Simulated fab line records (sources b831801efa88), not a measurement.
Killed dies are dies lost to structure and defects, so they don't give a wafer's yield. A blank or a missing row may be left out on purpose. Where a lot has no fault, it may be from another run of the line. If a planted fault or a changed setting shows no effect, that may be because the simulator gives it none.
A lot that was struck, set against a sound lot | flow sky130 | 27 steps out of a route of 708
Sound: wafers L960.2, L960.3, L960.5. Wafers struck: L950.1, L950.3, L950.6. At the end, the cause is stated.
At each step with rows: each side's tool, then ch and its chambers, then its first start. Under that, the readings that differ: sound wafers | struck wafers | difference of the means | sigmas: that difference in standard deviations of wafers without a fault.
alike: readings with means less than 2 such deviations apart, plus words and numbers identical on both sides. not compared: withheld readings, readings lacking a value on some wafer, bounds such as >300 that could conceal the same value, and numbers that have no deviation in the record and whose values overlap.
The two part at a step that has a row with sigmas, a row that says differs or no value, or rows on one side only. Non-overlapping numbers with no deviation appear without sigmas and do not part them. A reading missing from all wafers of one side parts the sides only when that side holds two or more wafers.

first, 3 steps without rows for these wafers: SKY_LDD_N_EXPOSE_04 (exposes mask NTM, target cd 840 nm); SKY_LDD_N_PEB_05; SKY_LDD_N_DEVELOP_06 (develop time 60 s).
SKY_LDD_N_OVL_MEAS_07:
  sound: overlay-02 at day 24 10:41; struck: overlay-01 at day 21 08:17
  reading        | sound       | struck         | difference | sigmas
  LDD_N_OVL (nm) | 1.2 2.2 3.0 | -2.7 -0.5 -2.6 | -4.1       | -3
then, 8 steps without rows for these wafers: SKY_LDD_N_IMPLANT_08; SKY_LDD_N_IMPLANT_09; SKY_LDD_N_IMPLANT_10; SKY_LDD_N_IMPLANT_11; SKY_LDD_N_IMPLANT_12; SKY_LDD_N_IMPLANT_13; SKY_LDD_N_IMPLANT_14; SKY_LDD_N_IMPLANT_15.
SKY_LDD_N_STRIP_16: strips in O2/N2.
  sound on plasma-asher-01 ch 0,1, day 24 11:55; struck on plasma-asher-01 ch 0,1, day 21 09:31
  no value came back on the struck wafers for chamber-pressure-mTorr (mTorr), drypump-motor-current-A (A), oes-product-au (a.u.), strip-time-to-endpoint-s (s); on the sound wafers chamber-pressure-mTorr (mTorr) reads 1498.7 1499.8 1498.7
  reading                                    | sound | struck          | difference | sigmas
  model.NOVOLAK_of_LDD_N_COAT_02.thk-nm (nm) | 0 0 0 | 301 300.3 300.3 | +301       |
  not compared: rf-hours-counter-h
SKY_LDD_N_TW_MEAS_17:
  sound: film-metro-03 at day 24 12:01; struck: film-metro-01 at day 21 09:37
  alike: LDD_N_TW
then, 7 steps without rows for these wafers: SKY_LDD_P_DEHYDRATE_00 (time 60 s); SKY_LDD_P_HMDS_01 (prime time 60 s); SKY_LDD_P_COAT_02 (resist thk 1140 nm); SKY_LDD_P_SOFTBAKE_03 (time 60 s); SKY_LDD_P_EXPOSE_04 (exposes mask PSDM, target cd 380 nm); SKY_LDD_P_PEB_05; SKY_LDD_P_DEVELOP_06 (develop time 60 s).
SKY_LDD_P_CD_MEAS_07: target cd 380 nm.
  sound: cd-sem-02 at day 25 16:59; struck: cd-sem-02 at day 22 15:50
  alike: cd-nm
SKY_LDD_P_OVL_MEAS_08:
  sound: overlay-02 at day 25 17:06; struck: overlay-02 at day 22 15:57
  alike: LDD_P_OVL
then, 1 step without rows for these wafers: SKY_LDD_P_IMPLANT_09.
SKY_LDD_P_STRIP_10: strips in O2/N2.
  sound on plasma-asher-03 ch 0, day 25 17:17; struck on plasma-asher-03 ch 0,1, day 22 16:08
  reading                      | sound             | struck            | difference | sigmas
  strip-time-to-endpoint-s (s) | 14.14 14.14 14.16 | 18.68 18.67 18.71 | +4.54      | +99 or more
  alike: chamber-pressure-mTorr, drypump-motor-current-A, oes-product-au
  not compared: rf-hours-counter-h
SKY_LDD_P_TW_MEAS_11:
  sound: film-metro-03 at day 25 17:23; struck: film-metro-04 at day 22 16:14
  reading  | sound       | struck   | difference | sigmas
  LDD_P_TW | 643 644 644 | 30 30 30 | -614       | -99 or more
then, 1 step without rows for these wafers: SKY_LDD_HVN_DEHYDRATE_00 (time 60 s).

WHERE THEY PART
Earliest at SKY_LDD_N_OVL_MEAS_07; latest, in this record, at SKY_LDD_P_TW_MEAS_11.

WHY: whatever the simulator had introduced
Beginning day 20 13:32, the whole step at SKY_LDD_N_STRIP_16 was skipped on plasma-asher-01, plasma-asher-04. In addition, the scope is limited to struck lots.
